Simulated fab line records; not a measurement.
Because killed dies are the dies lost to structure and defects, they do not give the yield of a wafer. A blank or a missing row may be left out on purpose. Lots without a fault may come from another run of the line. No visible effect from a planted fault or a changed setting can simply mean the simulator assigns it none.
One fault seen from 2 desks / flow sky130 / each desk holds nothing but its own numbers, with what lay behind them at the end

## TOOL OWNER'S DESK, pvd_sputter-02
The tool's own readings at SKY_METAL2_SPUTTER_02 (material AlCu, target thk 250 nm, time 13.3 s): means of the sampled wafers that have a number, for each lot that ran on this tool. Marked OUT: a lot whose mean sits more than 4 standard deviations from the usual mean, which makes it out of limits; the brackets give that distance.
Columns: A = throttle_valve_pct at SKY_METAL2_SPUTTER_02, usual 29.5 %
lot=L995; first seen here=day 33 19:20; A=29.8
lot=L999; first seen here=day 36 12:08; A=30.0
lot=L104; first seen here=day 37 11:13; A=30.0
lot=L106; first seen here=day 38 01:58; A=30.6
lot=L109; first seen here=day 38 19:35; A=29.8
lot=L110; first seen here=day 39 04:03; A=29.9
This desk's verdict: no lot among the 6 shows anything out of limits.

## AT THE METROLOGY DESK
What the gauges read for every lot (on any tool): the sampled wafers with a number, averaged. Marked OUT: a lot whose mean sits more than 4 standard deviations from the usual mean, which makes it out of limits; the brackets give that distance.
Columns: A = cd_nm at SKY_CONTACT_CD_MEAS_14, usual 170.4 nm; B = VIA1_OVL at SKY_VIA1_OVL_MEAS_13, usual 6 nm; C = METAL2_ALCU_RS at SKY_METAL2_RS_MEAS_05, usual 0.1272 ohm/sq; D = METAL2_ALCU_THK at SKY_METAL2_THK_MEAS_06, usual 254.5 nm
lot=L995; first seen here=day 31 08:32; A=172.4; B=4; C=0.1274; D=253.3
lot=L999; first seen here=day 34 02:29; A=171.7; B=9; C=0.1272; D=255.7
lot=L100; first seen here=day 34 08:37; A=172.0; B=-1; C=0.1277; D=254.0
lot=L104; first seen here=day 35 02:11; A=169.0; B=2; C=0.1287; D=250.6
lot=L106; first seen here=day 35 17:52; A=170.3; B=8; C=0.1408 (+9.7) OUT; D=237.4 (-5.9) OUT
lot=L105; first seen here=day 35 19:29; A=170.6; B=4; C=0.1271; D=254.1
lot=L109; first seen here=day 36 12:05; A=172.9; B=-0; C=0.1521 (+18) OUT; D=224.3 (-10) OUT
lot=L110; first seen here=day 36 18:56; A=168.7; B=9; C=0.1509 (+17) OUT; D=226.8 (-9.6) OUT
lot=L114; first seen here=day 38 02:10; A=168.9; B=-2; C=0.1258; D=257.1
lot=L115; first seen here=day 38 07:52; A=168.5; B=12; C=0.1262; D=256.1
Finding of this desk: L106, L109, L110 out of limits, first seen on L106 at day 38 02:03 (METAL2_ALCU_RS at SKY_METAL2_RS_MEAS_05). L995, L999, L100, L104, L105, L114, L115: within limits.

## ALL TOGETHER
An alarm was possible from the metrology desk at day 38 02:03, on L106, L109, L110.
The desk of the tool owner found nothing out of limits.
The tool owner's desk has L106, L109, L110 on record, within its limits.
All the named lots went through SKY_METAL2_SPUTTER_02 on pvd_sputter-02.

## WHAT HAD BEEN PUT IN BY THE SIMULATOR
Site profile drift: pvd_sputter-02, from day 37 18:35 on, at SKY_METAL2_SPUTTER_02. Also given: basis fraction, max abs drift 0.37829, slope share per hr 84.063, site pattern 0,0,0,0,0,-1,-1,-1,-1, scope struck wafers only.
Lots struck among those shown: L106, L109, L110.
Time in hours between the start of the fault and the first out-of-limits reading at each desk: metrology desk, 7.
